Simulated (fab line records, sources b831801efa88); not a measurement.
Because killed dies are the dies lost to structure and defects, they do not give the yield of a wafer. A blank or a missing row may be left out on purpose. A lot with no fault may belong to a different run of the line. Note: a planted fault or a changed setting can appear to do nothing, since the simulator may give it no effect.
Which of the tools did it? | flow gf180mcu | route of 602 steps, sampled at 1 step: 6 lots, 18 wafers

WHAT EACH GAUGE READ, for each wafer
GF_NSD_CD_MEAS_07 targets a cd of 400 nm.
lot  | measured     | on        | cd nm (nm)
L308 | day 13 15:16 | cd sem-02 | 402.0 400.1 403.0
L311 | day 14 19:01 | cd sem-01 | 401.2 399.0 399.5
L322 | day 18 16:46 | cd sem-02 | 397.2 397.1 397.6
L325 | day 19 11:28 | cd sem-01 | 401.5 401.2 401.0
L327 | day 20 10:43 | cd sem-01 | 398.5 397.6 399.7
L329 | day 20 19:52 | cd sem-01 | 401.4 402.4 400.2

EACH LOT AND THE TOOL THAT RAN IT (in order: tool; ch and the chambers of the sampled wafers; start)
Before these readings, the record contains no process step.

THE ANSWER, worked out from the rows above alone
Rule: the usual values come from the lots themselves. Put in order of their means at a reading, lots are off if they are a third of the lots or fewer, leave a main group of 4 or more, and stand apart from it by a gap of 3 or more times the standard deviation of the main group's means; of several such gaps the widest counts. If all means in a main group match to the digits the tables above print for the reading, that group is not used. Also off: a lot with no number at a reading for which 4 or more lots have one. All remaining lots with rows at the step are treated as sound.
Across all readings shown, no lot is off: no conclusion can be drawn from this.

WHAT THE SIMULATOR PUT IN
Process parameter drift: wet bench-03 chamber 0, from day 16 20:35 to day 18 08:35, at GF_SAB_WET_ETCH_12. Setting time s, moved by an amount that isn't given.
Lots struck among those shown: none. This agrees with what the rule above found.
